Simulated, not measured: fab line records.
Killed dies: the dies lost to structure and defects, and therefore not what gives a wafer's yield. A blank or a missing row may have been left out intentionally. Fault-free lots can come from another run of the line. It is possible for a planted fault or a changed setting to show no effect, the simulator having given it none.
Struck lot and sound lot, side by side + flow gf180mcu + 24 steps out of a route of 602
Sound: the wafers L473.1, L473.3, L473.6. Wafers struck: L476.2, L476.5, L476.6. At the end, the cause is stated.
Order at every step that has rows: each side's tool, ch and its chambers, its first start. Under that, the readings that differ: sound wafers + struck wafers + difference of the means + sigmas: that difference in standard deviations of wafers without a fault.
alike: a reading whose means differ by less than 2 such deviations, as well as words and numbers matching on both sides. not compared: withheld readings; readings where some wafer has no value; bounds like >300 that might hide an equal value; numbers whose values overlap and for which the record gives no deviation.
Wherever a step has rows on one side only, a row that says differs or no value, or a row with sigmas, the two part there. When numbers do not overlap yet have no deviation, they are printed without sigmas and do not part them. A reading missing from all wafers of one side parts the sides only when that side holds two or more wafers.

first, 7 steps without rows for these wafers: GF_STI_DEHYDRATE_05 (time 60 s); GF_STI_HMDS_06 (prime time 60 s); GF_STI_COAT_07 (resist thk 700 nm); GF_STI_SOFTBAKE_08 (time 60 s); GF_STI_EXPOSE_09 (exposes mask COMP, target cd 220 nm); GF_STI_PEB_10 (peb time 90 s); GF_STI_DEVELOP_11 (develop time 60 s).
GF_STI_CD_MEAS_12: target cd 220 nm.
  sound: cd_sem-01 at day 5 01:38; struck: cd_sem-01 at day 5 17:10
| reading    | sound             | struck            | difference | sigmas |
|------------|-------------------|-------------------|------------|--------|
| cd_nm (nm) | 220.6 220.3 221.6 | 219.3 217.3 218.1 | -2.6       | -2     |
GF_STI_ETCH_13: etches the open film in CHF3/O2, stops on Si, target depth 282.31 nm, time 112.9 s.
  sound on rie_diel-01 ch 0,2, day 5 01:46; struck on rie_diel-01 ch 1,2, day 5 17:16
  alike: bias_w, drypump_motor_current_A, oes_product_au, run_length_s, throttle_valve_pct
  not compared: rf_hours_counter_h
GF_STI_ETCH_14: etches Si in HBr/Cl2/O2, target depth 360 nm, time 102.9 s.
  sound on rie_si-02 ch 1,2,3, day 5 01:50; struck on rie_si-01 ch 0,1,2, day 5 17:20
  alike: bias_w, drypump_motor_current_A, oes_product_au, run_length_s, throttle_valve_pct
  not compared: rf_hours_counter_h
GF_STI_STRIP_15: strips in O2/N2.
  sound on plasma_asher-04 ch 0,1, day 5 01:55; struck on plasma_asher-04 ch 0,1, day 5 17:25
  alike: drypump_motor_current_A, heater_power_w, n2_flow_sccm, oes_product_au, strip_time_to_endpoint_s
  not compared: rf_hours_counter_h
then, 1 step without rows for these wafers: GF_STI_CLEAN_16 (cleans in dHF, time 25 s).
GF_STI_WET_ETCH_17: etches Si3N4 in H3PO4, target depth 45 nm, time 514 s.
  sound on wet_bench-03 ch 3, day 5 02:02; struck on wet_bench-03 ch 2, day 5 17:32
| reading                               | sound             | struck            | difference | sigmas |
|---------------------------------------|-------------------|-------------------|------------|--------|
| run_length_s (s)                      | 537 537 537       | 299 299 299       | -238       | -66    |
| model.Si3N4_of_STI_CVD_03.thk_nm (nm) | 162.1 161.9 162.1 | 181.8 182.5 180.6 | +19.6      |        |
  alike: temp_c
then, 4 steps without rows for these wafers: GF_STI_CLEAN_18 (cleans in SC1/SC2, time 150 s); GF_STI_CLEAN_19 (cleans in dHF, time 20 s); GF_STI_WET_ETCH_20 (etches SiO2 in dHF, target depth 20 nm, time 400 s); GF_STI_OXIDATION_21 (stabilise 600 s, purge 300 s, target thk 15 nm).
GF_STI_THK_MEAS_22:
  sound: film_metro-04 at day 5 03:31; struck: film_metro-03 at day 5 19:03
  alike: STI_OXIDATION_01_THK
then, 1 step without rows for these wafers: GF_STI_CVD_23 (deposits SiO2, target thk 650 nm, time 108.3 s).
GF_STI_THK_MEAS_24:
  sound: film_metro-02 at day 5 03:38; struck: film_metro-03 at day 5 19:11
  alike: STI_CVD_23_THK
GF_STI_CMP_25: polishes, stops on Si3N4, t overpolish 33 s, target thk 524.6 nm.
  sound on cmp-02 ch 0,3, day 5 03:42; struck on cmp-01 ch 2,3, day 5 19:37
  alike: motor_current_A
GF_STI_WET_ETCH_26: etches SiO2 in dHF, target depth 94 nm, time 188 s.
  sound on wet_bench-03 ch 0, day 5 04:00; struck on wet_bench-01 ch 1, day 5 19:55
| reading                               | sound             | struck            | difference | sigmas |
|---------------------------------------|-------------------|-------------------|------------|--------|
| run_length_s (s)                      | 212 212 212       | 222 222 222       | +10        | +2     |
| model.Si3N4_of_STI_CVD_03.thk_nm (nm) | 151.3 151.2 151.3 | 171.1 171.7 169.9 | +19.6      |        |
  alike: temp_c
then, 1 step without rows for these wafers: GF_STI_WET_ETCH_27 (etches Si3N4 in H3PO4, target depth 160 nm, time 1825 s).
-- the record jumps here: 28 days lie between the struck wafers' starts before and after (it left off in module STI and takes up again in module PASSIVATION, whose first step shown is number 602 of the route) --
GF_PASSIVATION_PROBE_99:
  sound: prober-02 at day 32 21:56; struck: prober-01 at day 33 17:41
| reading                                 | sound             | struck               | difference | sigmas |
|-----------------------------------------|-------------------|----------------------|------------|--------|
| model.etest.pwell_in_dnwell.line_ohm_um | 4035 3917 3964    | 4591 4631 4788       | +698       |        |
| model.etest.pwell_in_dnwell.rs_ohm_sq   | 2426 2379 2389    | 2770 2810 2856       | +414       |        |
| model.etest.p_drift.rs_ohm_sq           | 2381 2342 2369    | 2631 2674 2709       | +307       |        |
| model.etest.n_drift.rs_ohm_sq           | 1119 1098 1096    | 1308 1316 1339       | +217       |        |
| model.etest.nwell.line_ohm_um           | 1164 1157 1145    | 1265 1289 1308       | +132       |        |
| model.etest.nwell.rs_ohm_sq             | 986.2 979.3 984.3 | 1088 1097 1113       | +116       |        |
| model.etest.field_n.vt_v (V)            | 35.38 34.01 34.45 | 42.21 42.75 43.7     | +8.27      |        |
| model.etest.field_p.vt_v (V)            | -33.04 -32 -32.18 | -38.44 -38.91 -39.81 | -6.65      |        |

WHERE THEY PART
First at GF_STI_CD_MEAS_12; last, within this record, at GF_STI_WET_ETCH_26.

WHY: what had been put in by the simulator
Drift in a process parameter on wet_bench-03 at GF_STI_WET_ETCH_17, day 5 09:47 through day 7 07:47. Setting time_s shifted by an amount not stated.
